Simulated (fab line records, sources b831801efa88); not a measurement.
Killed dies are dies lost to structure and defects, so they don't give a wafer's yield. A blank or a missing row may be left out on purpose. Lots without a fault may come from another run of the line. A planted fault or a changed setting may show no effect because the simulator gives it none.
Which tool did it? | flow sfq_line | 14 lots, 42 wafers sampled, at 2 steps of a route of 325

WHAT THE GAUGES READ, wafer by wafer
SFQ_M5_OVL_MEAS_932.
lot  | measured     | on         | M5_OVL (nm)
L123 | day 47 08:02 | overlay-01 | 0 5 -2
L125 | day 48 17:37 | overlay-01 | 6 4 3
L126 | day 49 08:02 | overlay-01 | 5 0 1
L128 | day 49 20:02 | overlay-02 | 5 5 3
L135 | day 53 17:04 | overlay-02 | -3 -4 -3
L136 | day 54 11:25 | overlay-02 | 1 -6 -3
L138 | day 54 13:58 | overlay-02 | 6 2 1
L140 | day 57 13:59 | overlay-02 | 6 5 9
L141 | day 57 20:02 | overlay-01 | 0 -4 -4
L142 | day 58 17:40 | overlay-01 | 10 3 14
L143 | day 58 18:50 | overlay-01 | 1 9 1
L144 | day 58 22:00 | overlay-02 | 8 5 6
L145 | day 59 11:12 | overlay-02 | 1 3 6
L146 | day 59 13:33 | overlay-02 | -3 3 -3

WHICH TOOL RAN EACH LOT (tool, then ch and the chambers of the sampled wafers, then the start)
lot  | SFQ_TRILAYER_JJ_CE_BARC_OPEN_RIE_150
L123 | rie_metal-04 ch 0,1, day 41 13:24
L125 | rie_metal-03 ch 0,1, day 42 16:05
L126 | rie_metal-02 ch 0, day 43 01:26
L128 | rie_metal-02 ch 1, day 43 12:14
L135 | rie_metal-03 ch 0,1, day 47 22:28
L136 | rie_metal-02 ch 0,1, day 48 14:04
L138 | rie_metal-04 ch 0,1, day 49 04:37
L140 | rie_metal-03 ch 0,1, day 57 10:16
L141 | rie_metal-04 ch 0,1, day 57 16:17
L142 | rie_metal-03 ch 0,1, day 58 01:53
L143 | rie_metal-03 ch 0,1, day 58 11:02
L144 | rie_metal-02 ch 0,1, day 58 18:14
L145 | rie_metal-02 ch 1, day 59 07:26
L146 | rie_metal-02 ch 0,1, day 59 08:38
- SFQ_TRILAYER_JJ_CE_BARC_OPEN_RIE_150: chemistry O2, target BARC, target depth 240 nm, time 80 s.

WHAT THE TOOLS THEMSELVES READ (means of the sampled wafers that have a number; where no wafer has one, the mark that the record gives instead)
SFQ_TRILAYER_JJ_CE_BARC_OPEN_RIE_150.
lot  | tool         | drypump_motor_current_A (A) | oes_product_au (a.u.)
L123 | rie_metal-04 | 6.0                         | 0.536
L125 | rie_metal-03 | 5.4                         | 0.538
L126 | rie_metal-02 | 4.7                         | 0.542
L128 | rie_metal-02 | 5.4                         | 0.535
L135 | rie_metal-03 | 5.4                         | 0.541
L136 | rie_metal-02 | 4.9                         | 0.540
L138 | rie_metal-04 | 5.8                         | 0.539
L140 | rie_metal-03 | 5.4                         | 0.539
L141 | rie_metal-04 | 5.8                         | 0.536
L142 | rie_metal-03 | 5.4                         | 0.539
L143 | rie_metal-03 | 5.4                         | 0.541
L144 | rie_metal-02 | 4.9                         | 0.538
L145 | rie_metal-02 | 5.4                         | 0.541
L146 | rie_metal-02 | 5.2                         | 0.538

THE ANSWER, worked out from the rows above alone
Rule: what is usual is taken from the lots themselves. Put in order of their means at a reading, lots are off if they are a third of the lots or fewer, leave a main group of 4 or more, and stand apart from it by a gap of 3 or more times the standard deviation of the main group's means; of several such gaps the widest counts. A main group whose means are all the same, to the digits that the tables above print for the reading, isn't used. A lot without any number at a reading at which 4 lots or more have one is off too. The other lots that the step has rows for count as sound. The gauges are gone through in route order, then the tools' own readings, and for those a lot's mean is taken as printed above. The first step at which some lot is off is used, and at that step the reading that is off furthest; a lot without a number counts as furthest.
No lot is off at any reading shown: from this, nothing can be told.

WHAT THE SIMULATOR HAD PUT IN
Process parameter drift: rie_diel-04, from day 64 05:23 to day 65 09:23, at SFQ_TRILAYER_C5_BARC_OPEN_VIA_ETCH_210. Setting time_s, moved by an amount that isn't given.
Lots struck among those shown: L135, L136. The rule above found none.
